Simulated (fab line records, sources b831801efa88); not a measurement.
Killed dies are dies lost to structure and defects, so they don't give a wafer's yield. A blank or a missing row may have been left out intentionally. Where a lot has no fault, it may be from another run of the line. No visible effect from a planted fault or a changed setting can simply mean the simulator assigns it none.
Comparing a struck lot with a sound one + flow gf180mcu + 15 out of 602 route steps
Sound: the wafers L777.2, L777.5, L777.6. The struck wafers were L790.1, L790.2, L790.3. The cause is named last.
Each step with rows lists, per side, the tool, then ch with its chambers, then its first start. Under that, the readings that differ: sound wafers + struck wafers + difference of the means + sigmas: that difference in standard deviations of wafers without a fault.
alike: a reading whose means differ by less than 2 such deviations, as well as words and numbers matching on both sides. not compared: withheld readings; readings where some wafer has no value; bounds like >300 that might hide an equal value; numbers whose values overlap and for which the record gives no deviation.
A row with sigmas, a row that says differs or no value, or rows on one side alone: a step with any of these is where the two part. Non-overlapping numbers with no deviation appear without sigmas and do not part them. A reading missing from all wafers of one side parts the sides only when that side holds two or more wafers.

GF_V5_ETCH_16: etches BARC in N2/H2.
  sound on rieDiel-01 ch 0,3, day 29 15:26; struck on rieDiel-02 ch 0,1,3, day 33 07:16
  alike: biasW, drypumpMotorCurrentA, oesProductAu, throttleValvePct
GF_V5_ETCH_17: etches SiO2 in C4F8/O2/Ar, stops on TiN, target depth 855 nm.
  sound on rieDiel-01 ch 0,3; struck on rieDiel-02 ch 0,1,3
  alike: biasW, oesProductAu
GF_V5_STRIP_18: strips in O2/N2.
  sound on plasmaAsher-03 ch 0,1, day 29 15:35; struck on plasmaAsher-04 ch 0,1, day 33 07:25
  alike: drypumpMotorCurrentA, heaterPowerW, oesProductAu
  not compared: rfHoursCounterH
then, 2 steps without rows for these wafers: GF_V5_STRIP_19 (strips in post etch residue remover, time 1200 s); GF_V5_CLEAN_20 (cleans in DIW).
GF_V5_SPUTTER_21: material Ti, target thk 15 nm, time 80.02 s.
  sound on pvdSputter-04 at day 29 16:10; struck on pvdSputter-04 at day 33 07:57
  alike: cathodeDcPowerW, throttleValvePct
then, 2 steps without rows for these wafers: GF_V5_SPUTTER_22 (material TiN, target thk 10 nm, time 40 s); GF_V5_CVD_23 (deposits W, target thk 350 nm, time 104.9 s).
GF_V5_RS_MEAS_24: the measuring method here is four-point-probe.
  sound on filmMetro-01 at day 29 16:23; struck on filmMetro-03 at day 33 08:10
  alike: V5_W_RS
GF_V5_THK_MEAS_25: measures by xrf.
  sound on filmMetro-01 at day 29 16:30; struck on filmMetro-03 at day 33 08:17
  alike: V5_W_THK
GF_V5_CMP_26: polishes, stops on SiO2, t overpolish 15 s, target thk 0 nm.
  sound on cmp-01 ch 0,1, day 29 16:36; struck on cmp-01 ch 0,1,3, day 33 08:23
  alike: edgeZonePressureFrac, motorCurrentA, overpolishRunS, platenRpm, timeToEndpointS
then, 1 step without rows for these wafers: GF_TOP_METAL_SPUTTER_00 (material Ti, target thk 37.5 nm, time 150 s).
GF_TOP_METAL_SPUTTER_01: material TiN, target thk 30 nm, time 25 s.
  sound on pvdSputter-03 at day 29 16:57; struck on pvdSputter-03 at day 33 08:44
| reading                                      | sound                | struck               | difference | sigmas      |
|----------------------------------------------|----------------------|----------------------|------------|-------------|
| cathodeDcPowerW (W)                          | 6501.7 6501.8 6498.7 | 5845.8 5845.0 5845.5 | -655.3     | -99 or more |
| model.TiN_of_TOP_METAL_SPUTTER_01.thkNm (nm) | 29.91 29.94 29.91    | 27.39 27.15 27.49    | -2.58      |             |
  alike: throttleValvePct
then, 1 step without rows for these wafers: GF_TOP_METAL_SPUTTER_02 (material AlCu, target thk 900 nm, time 47.82 s).
GF_PASSIVATION_PROBE_99:
  sound wafers here have rows in the record (prober-01, day 31 07:50); struck ones have none

== WHERE THEY PART ==
First at GF_TOP_METAL_SPUTTER_01; last, within this record, at GF_PASSIVATION_PROBE_99.

WHY: what had been put in by the simulator
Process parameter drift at GF_TOP_METAL_SPUTTER_01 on pvdSputter-03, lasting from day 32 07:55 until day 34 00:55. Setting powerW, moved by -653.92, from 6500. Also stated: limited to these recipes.
